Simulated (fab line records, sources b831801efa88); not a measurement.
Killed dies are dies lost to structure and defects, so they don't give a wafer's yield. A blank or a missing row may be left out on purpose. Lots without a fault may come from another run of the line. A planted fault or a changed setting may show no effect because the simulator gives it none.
fab line records | flow gf180mcu
record lots=5 wafers=23
route steps=602 shown V5@544 TOP_METAL@567
start_h: hours from the record's first day to the start of the lot's first wafer shown | wait_h: hours since the lot's step before | " the same as in the row above | L1.1+2: a row that stands for several wafers | - no value, or no start given | * or withheld: withheld | < > ~ a bound
route shown NAME@n: a module of which the file shows steps, and the number in the route of the first | usual: mean/standard deviation of fault-free wafers | same: alike in all rows | chamber/n: place in a boat | sites: the reading at each site | _std_site: their standard deviation | _edge_site: outer sites' mean less inner sites' | radius_mm: how far each site lies from the wafer's centre | mask NAME#n: copy n | behind: the tool/chamber that last shaped the wafer | hold: why the lot was held/for how many hours/how that ended | device: the transistor (n, p or np) that didn't switch | end of line: the same wafers' tests at the end of the route | a step without rows: its recipe alone | killed: dies lost to structure and defects at the first sort, not the wafer's yield | map: a wafer's dies, x killed, . not, _ none there
set.NAME: the setting as run; set.NAME@STEP: as run at that earlier step | model.NAME: the simulator's own value behind a step, which no gauge read
lots whose settings were changed on purpose; a table a step, a row a wafer
## steps
# step GF_V5_CMP_04
# recipe material=SiO2 down_force_psi=4 platen_rpm=60 pad_velocity_m_s=0.94248
# columns lot.wafer tool chamber start_h wait_h set.leave_above_ref_nm model.SiO2_of_V5_CVD_02.thk_nm
L076.4 cmp-01 3 627.99 0.0 855 855.4
L076.1 " 1 " " 855 853.6
L076.5 " 3 " " 855 855.5
L077.1 cmp-01 1 633.17 0.1 855 854.8
L077.3 " 2 " " 883.8 885
L077.2 " 3 " " 883.8 885.5
L077.6 " 1 " " 883.8 883.3
L077.5 " 2 " " 855 856.9
L081.4 cmp-01 0 664.41 0.1 910.3 913.4
L081.1 " 1 " " 855 853.3
L081.2 " 2 " " 855 857.2
L081.5 " 3 " " 855 856
L081.6 " 0 " " 910.3 912.4
L082.4 cmp-01 1 668.25 0.1 855 854.1
L082.3 " 2 " " 855 855.2
L082.2 " 3 " " 884.8 885.5
L082.1 " 0 " " 884.8 887.2
L082.5 " 2 " " 884.8 886.3
L083.2 cmp-02 2 674.34 0.3 917.3 917.1
L083.3 " 3 " " 855 853.8
L083.4 " 0 " " 917.3 917.8
L083.1 " 1 " " 917.3 917.5
L083.6 " 3 " " 855 854.6
# step GF_V5_SOFTBAKE_10
# recipe temp_c=130 time_s=60 resist=KrF
# columns lot.wafer tool chamber start_h wait_h set.time_s
L076.1+4+5 litho_track-02 0 - - 60
L077.1+2 litho_track-03 0 - - 57.31
L077.3+5+6 " 0 " " 60
L081.1+4+6 litho_track-01 0 - - 68.02
L081.2+5 " 0 " " 60
L082.1+4+5 litho_track-03 0 - - 57.67
L082.2+3 " 0 " " 60
L083.1+2 litho_track-03 0 - - 60
L083.3+4+6 " 0 " " 62.6
# step GF_V5_EXPOSE_11
# recipe mask_id=Via5 target_cd_nm=260 na=0.68 source_shape=conventional sigma_outer=0.6 dose_mj=38
# step GF_V5_PEB_12
# recipe peb_temp_c=135 peb_time_s=90 resist=KrF
# step GF_V5_ETCH_16
# recipe chemistry=N2/H2 target_depth_a=withheld overetch_a=withheld time_s=withheld target=BARC ion_energy_ev=200 source_w=486.2 bias_w=100 pressure_mtorr=30 n2_flow_sccm=100 h2_flow_sccm=200
# step GF_V5_ETCH_17
# recipe chemistry=C4F8/O2/Ar mask_material=KrF target=SiO2 stop_on=TiN source_w=1500 bias_w=1200 pressure_mtorr=40 c4f8_flow_sccm=withheld O2_flow_sccm=6 Ar_flow_sccm=300 time_s=withheld target_depth_a=8550
# usual oes_product_au=0.860/0.0045
# columns lot.wafer tool chamber start_h wait_h set.leave_above_ref_nm@V5_CMP_04 oes_product_au model.V5.feature_depth_nm
L076.1 rie_diel-04 3 - - 855 0.860 853.6
L076.4 " 1 " " 855 0.871 855.4
L076.5 " 3 " " 855 0.857 855.5
L077.1 rie_diel-04 3 - - 855 0.864 854.8
L077.2 " 1 " " 883.8 0.871 885.4
L077.3 " 0 " " 883.8 0.882 885
L077.5 " 3 " " 855 0.856 856.9
L077.6 " 0 " " 883.8 0.879 883.3
L081.1 rie_diel-04 2 - - 855 0.858 853.3
L081.2 " 3 " " 855 0.858 857.2
L081.4 " 0 " " 910.3 0.887 913.4
L081.5 " 3 " " 855 0.855 856
L081.6 " 2 " " 910.3 0.894 912.4
L082.1 rie_diel-01 3 - - 884.8 0.876 887.2
L082.2 " 2 " " 884.8 0.873 885.5
L082.3 " 0 " " 855 0.852 855.2
L082.4 " 1 " " 855 0.864 854.1
L082.5 " 3 " " 884.8 0.883 886.3
L083.1 rie_diel-03 3 - - 917.3 0.901 917.5
L083.2 " 2 " " 917.3 0.908 917.1
L083.3 " 0 " " 855 0.863 853.8
L083.4 " 1 " " 917.3 0.892 917.8
L083.6 " 0 " " 855 0.860 854.6
# step GF_V5_SPUTTER_22
# recipe material=TiN target_thk_nm=10 chamber_pressure_pa=5 power_w=4000 time_s=40
# columns lot.wafer tool chamber start_h wait_h set.power_w model.TiN_of_V5_SPUTTER_22.thk_nm
L076.1 pvd_sputter-02 - 649.67 0.0 4000 9.917
L076.4 " - " " 4000 9.887
L076.5 " - " " 4000 9.755
L077.1 pvd_sputter-02 - 655.00 0.0 4192 10.2
L077.2 " - " " 4192 10.38
L077.3 " - " " 4192 10.12
L077.5 " - " " 4000 9.792
L077.6 " - " " 4000 9.864
L081.1 pvd_sputter-02 - 684.95 0.0 4000 9.876
L081.2 " - " " 4000 9.82
L081.4 " - " " 4000 9.821
L081.5 " - " " 4000 9.847
L081.6 " - " " 4000 9.884
L082.1 pvd_sputter-03 - 688.66 0.0 4307 10.62
L082.2 " - " " 4000 9.64
L082.3 " - " " 4307 10.79
L082.4 " - " " 4307 10.64
L082.5 " - " " 4000 9.909
L083.1 pvd_sputter-02 - 694.90 0.0 3648 9.02
L083.2 " - " " 4000 9.944
L083.3 " - " " 3648 8.925
L083.4 " - " " 3648 9.027
L083.6 " - " " 4000 10.02
# step GF_TOP_METAL_SPUTTER_00
# recipe material=Ti target_thk_nm=37.5 arriving_ion_energy_ev=80 substrate_temp_c=200 chamber_pressure_pa=2 power_w=4000 time_s=150
# columns lot.wafer tool chamber start_h wait_h set.time_s model.Ti_of_TOP_METAL_SPUTTER_00.thk_nm
L076.1 pvd_sputter-03 - 650.30 0.2 150 37.51
L076.4 " - " " 150 37.8
L076.5 " - " " 150 37.73
L077.1 pvd_sputter-04 - 655.63 0.1 138.3 34.45
L077.2 " - " " 150 37.23
L077.3 " - " " 150 37.18
L077.5 " - " " 150 37.5
L077.6 " - " " 138.3 33.94
L081.1 pvd_sputter-03 - 685.59 0.1 150 38.65
L081.2 " - " " 150 38.21
L081.4 " - " " 150 38.63
L081.5 " - " " 150 38.16
L081.6 " - " " 150 37.73
L082.1 pvd_sputter-02 - 689.32 0.2 133.2 33.72
L082.2 " - " " 150 38.34
L082.3 " - " " 133.2 34.24
L082.4 " - " " 150 37.97
L082.5 " - " " 150 38.32
L083.1 pvd_sputter-04 - 695.80 0.2 150 37.48
L083.2 " - " " 150 37.26
L083.3 " - " " 150 37.89
L083.4 " - " " 150 37.41
L083.6 " - " " 150 37.38
# step GF_TOP_METAL_COAT_09
# recipe resist=NOVOLAK spin_rpm=3000 resist_thk_nm=1500
# columns lot.wafer tool chamber start_h wait_h set.spin_rpm model.NOVOLAK_of_TOP_METAL_COAT_09.thk_nm
L076.1 litho_track-03 0 659.88 0.1 3000 1504
L076.4 " 0 " " 3000 1500
L076.5 " 0 " " 3000 1502
L077.1+6 litho_track-04 0 665.06 0.1 3000 -
L077.2+3 " 0 " " 3000 1498
L077.5 " 0 " " 3000 1501
L081.1 litho_track-03 0 694.73 0.1 2884 1527
L081.2+4 " 0 " " 2884 1524
L081.5 " 0 " " 3000 1492
L081.6 " 0 " " 3000 1494
L082.1+3 litho_track-04 0 698.56 0.1 3000 -
L082.2 " 0 " " 3000 1506
L082.4 " 0 " " 3000 1511
L082.5 " 0 " " 3000 1508
L083.1 litho_track-03 0 705.48 0.1 3000 1497
L083.2+4 " 0 " " 3166 1454
L083.3 " 0 " " 3000 1494
L083.6 " 0 " " 3166 1455
# step GF_TOP_METAL_DEVELOP_13
# recipe develop_time_s=60 dev_temp_c=23
# columns lot.wafer tool chamber start_h wait_h set.develop_time_s
L076.1+4+5 litho_track-01 0 669.98 0.1 60
L077.1+3 litho_track-03 0 674.73 0.1 60
L077.2+5+6 " 0 " " 65.22
L081.1+5 litho_track-04 0 703.51 0.1 60
L081.2+4+6 " 0 " " 51.49
L082.1+2+3+4+5 litho_track-01 0 707.73 0.1 60
L083.1+2+3+4+6 litho_track-03 0 714.48 0.1 60
# step GF_TOP_METAL_CD_MEAS_14
# recipe target_cd_nm=440
# usual cd_nm=439.9/2
# columns lot.wafer tool chamber start_h wait_h set.develop_time_s@TOP_METAL_DEVELOP_13 cd_nm
L076.1 cd_sem-01 - 670.13 0.1 60 442.8
L076.4 " - " " 60 444.3
L076.5 " - " " 60 440.1
L077.1 cd_sem-01 - 674.88 0.1 60 438.4
L077.2 " - " " 65.22 429.1
L077.3 " - " " 60 440.2
L077.5 " - " " 65.22 429.5
L077.6 " - " " 65.22 431.7
L081.1 cd_sem-01 - 703.66 0.1 60 445.3
L081.2 " - " " 51.49 460.4
L081.4 " - " " 51.49 461.1
L081.5 " - " " 60 439.4
L081.6 " - " " 51.49 456.3
L082.1 cd_sem-01 - 707.88 0.1 60 436.2
L082.2 " - " " 60 436.1
L082.3 " - " " 60 436.1
L082.4 " - " " 60 437.2
L082.5 " - " " 60 435.2
L083.1 cd_sem-01 - 714.63 0.1 60 441.0
L083.2 " - " " 60 436.6
L083.3 " - " " 60 440.2
L083.4 " - " " 60 437.1
L083.6 " - " " 60 436.2
# step GF_TOP_METAL_METAL_ETCH_16
# recipe chemistry=Cl2/BCl3 mask_material=NOVOLAK target_depth_nm=1077.5 stop_on=SiO2 pressure_mtorr=8 icp_w=800 bias_w=140 Cl2_flow_sccm=80 bcl3_flow_sccm=40 time_s=179.6
# columns lot.wafer tool chamber start_h wait_h set.spin_rpm@TOP_METAL_COAT_09 model.NOVOLAK_of_TOP_METAL_COAT_09.thk_nm
L076.1 rie_metal-02 1 670.28 0.0 3000 1079
L076.4 " 1 " " 3000 1073
L076.5 " 1 " " 3000 1081
L077.1+6 rie_metal-02 1,0 675.03 0.0 3000 -
L077.2 " 0 " " 3000 1076
L077.3 " 0 " " 3000 1077
L077.5 " 1 " " 3000 1072
L081.1 rie_metal-03 0 703.81 0.0 2884 1098
L081.2 " 1 " " 2884 1083
L081.4 " 0 " " 2884 1094
L081.5 " 0 " " 3000 1058
L081.6 " 1 " " 3000 1051
L082.1+3 rie_metal-02 1 708.03 0.0 3000 -
L082.2+5 " 0 " " 3000 1083
L082.4 " 0 " " 3000 1087
L083.1 rie_metal-01 1 714.78 0.0 3000 1074
L083.2 " 0 " " 3166 1020
L083.3 " 1 " " 3000 1068
L083.4 " 0 " " 3166 1023
L083.6 " 1 " " 3166 1030
# step GF_TOP_METAL_STRIP_17
# recipe chemistry=O2/N2 power_w=1400 pressure_mtorr=1500 platen_temp_c=250 o2_flow_sccm=3000 n2_flow_sccm=300 overash_fraction=0.5
# usual strip_time_to_endpoint_s=13.46/0.11
# columns lot.wafer tool chamber start_h wait_h set.spin_rpm@TOP_METAL_COAT_09 strip_time_to_endpoint_s
L076.1 plasma_asher-01 0 670.46 0.1 3000 13.57
L076.4 " 0 " " 3000 13.49
L076.5 " 0 " " 3000 13.58
L077.1 plasma_asher-01 1 675.27 0.2 3000 13.46
L077.2 " 0 " " 3000 13.54
L077.3 " 0 " " 3000 13.53
L077.5 " 1 " " 3000 13.49
L077.6 " 0 " " 3000 13.61
L081.1 plasma_asher-01 1 703.99 0.1 2884 13.78
L081.2 " 0 " " 2884 13.60
L081.4 " 0 " " 2884 13.75
L081.5 " 1 " " 3000 13.32
L081.6 " 0 " " 3000 13.24
L082.1 plasma_asher-02 0 708.21 0.1 3000 13.48
L082.2 " 1 " " 3000 13.60
L082.3 " 0 " " 3000 13.59
L082.4 " 1 " " 3000 13.65
L082.5 " 0 " " 3000 13.61
L083.1 plasma_asher-01 1 714.96 0.1 3000 13.50
L083.2 " 0 " " 3166 12.89
L083.3 " 1 " " 3000 13.45
L083.4 " 0 " " 3166 12.93
L083.6 " 1 " " 3166 12.99
## key
split step=GF_V5_CMP_04 setting=leave_above_ref_nm stated=855 by=wafer
response step=GF_V5_CMP_04 reading=model.SiO2_of_V5_CVD_02.thk_nm change=+8.78 per=1% r=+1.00
response step=GF_V5_ETCH_17 reading=oes_product_au change=+0.00529 per=1% r=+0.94
response step=GF_V5_ETCH_17 reading=model.V5.feature_depth_nm change=+8.78 per=1% r=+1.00
split step=GF_V5_SOFTBAKE_10 setting=time_s stated=60 by=wafer
response none clear
split step=GF_V5_SPUTTER_22 setting=power_w stated=4000 by=wafer
response step=GF_V5_SPUTTER_22 reading=model.TiN_of_V5_SPUTTER_22.thk_nm change=+0.11 per=1% r=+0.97
split step=GF_TOP_METAL_SPUTTER_00 setting=time_s stated=150 by=wafer
response step=GF_TOP_METAL_SPUTTER_00 reading=model.Ti_of_TOP_METAL_SPUTTER_00.thk_nm change=+0.384 per=1% r=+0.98
split step=GF_TOP_METAL_COAT_09 setting=spin_rpm stated=3000 by=wafer
response step=GF_TOP_METAL_COAT_09 reading=model.NOVOLAK_of_TOP_METAL_COAT_09.thk_nm change=-7.75 per=1% r=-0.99
response step=GF_TOP_METAL_METAL_ETCH_16 reading=model.NOVOLAK_of_TOP_METAL_COAT_09.thk_nm change=-8.84 per=1% r=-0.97
response step=GF_TOP_METAL_STRIP_17 reading=strip_time_to_endpoint_s change=* per=1% r=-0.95
split step=GF_TOP_METAL_DEVELOP_13 setting=develop_time_s stated=60 by=wafer
response step=GF_TOP_METAL_CD_MEAS_14 reading=cd_nm change=-1.15 per=1% r=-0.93
